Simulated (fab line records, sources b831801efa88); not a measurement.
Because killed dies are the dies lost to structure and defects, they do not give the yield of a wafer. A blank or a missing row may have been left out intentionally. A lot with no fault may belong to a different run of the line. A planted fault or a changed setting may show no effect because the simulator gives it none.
Which tool did it?    flow gf180mcu    18 wafers from 6 lots sampled at 3 of the route's 602 steps

== WHAT EACH GAUGE READ, for each wafer ==
GF_V4_THK_MEAS_01.
lot   measured      on             V4_CVD_00_THK (nm)
L574  day 24 20:45  film metro-02  574 587 596
L577  day 26 01:28  film metro-04  600 603 602
L579  day 26 15:50  film metro-02  596 598 597
L582  day 27 14:06  film metro-03  586 593 593
L584  day 28 00:45  film metro-03  590 596 587
L594  day 30 21:25  film metro-02  287 292 296 287 292 297

== EACH LOT AND THE TOOL THAT RAN IT (in order: tool; ch and the chambers of the sampled wafers; start) ==
lot   GF_V2_ETCH_17                                  GF_V4_CVD_00
L574  rie diel-01 ch 1,2,3, day 24 20:39 or earlier  hdpcvd-01 ch 0,1, day 24 20:39
L577  rie diel-04 ch 1,2,3, day 26 01:20 or earlier  hdpcvd-02 ch 0, day 26 01:20
L579  rie diel-04 ch 1,2,3, day 26 15:43 or earlier  hdpcvd-02 ch 0,1, day 26 15:43
L582  rie diel-02 ch 0,1,2, day 27 14:02 or earlier  hdpcvd-02 ch 0,2, day 27 14:02
L584  rie diel-02 ch 2,3, day 28 00:40 or earlier    hdpcvd-01 ch 0,1, day 28 00:40
L594  rie diel-02 ch 0,1,2, day 30 21:20 or earlier  hdpcvd-02 ch 0,1,2, day 30 21:20
- GF_V2_ETCH_17: etches SiO2 in C4F8/O2/Ar, stops on TiN, target depth 630 nm.
- GF_V4_CVD_00: deposits SiO2, target thk 600 nm, time 100 s.

== THE ANSWER, worked out from the rows above alone ==
Rule: what is usual is taken from the lots themselves. Put in order of their means at a reading, lots are off if they are a third of the lots or fewer, leave a main group of 4 or more, and stand apart from it by a gap of 3 or more times the standard deviation of the main group's means; of several such gaps the widest counts. If all means in a main group match to the digits the tables above print for the reading, that group is not used. A lot without any number at a reading at which 4 lots or more have one is off too. Where the step has rows for the other lots, those lots are counted as sound.
Off: L594, seen at GF_V4_THK_MEAS_01 (V4_CVD_00_THK). The main group: mean 593 nm, standard deviation 5.6.
If a tool, at a process step before that reading, ran all the lots that are off and no sound lot after the first of them, it fits. Gauges at GF_V4_THK_MEAS_01: tried the same way as those tools. GF_V2_ETCH_17 gives no start for some lots, so the hours and the order of its lots are those of GF_V4_CVD_00. Can't be told from this: 3 tools fit, rie diel-02 at GF_V2_ETCH_17, hdpcvd-02 at GF_V4_CVD_00, film metro-02 at GF_V4_THK_MEAS_01.

== WHAT HAD BEEN PUT IN BY THE SIMULATOR ==
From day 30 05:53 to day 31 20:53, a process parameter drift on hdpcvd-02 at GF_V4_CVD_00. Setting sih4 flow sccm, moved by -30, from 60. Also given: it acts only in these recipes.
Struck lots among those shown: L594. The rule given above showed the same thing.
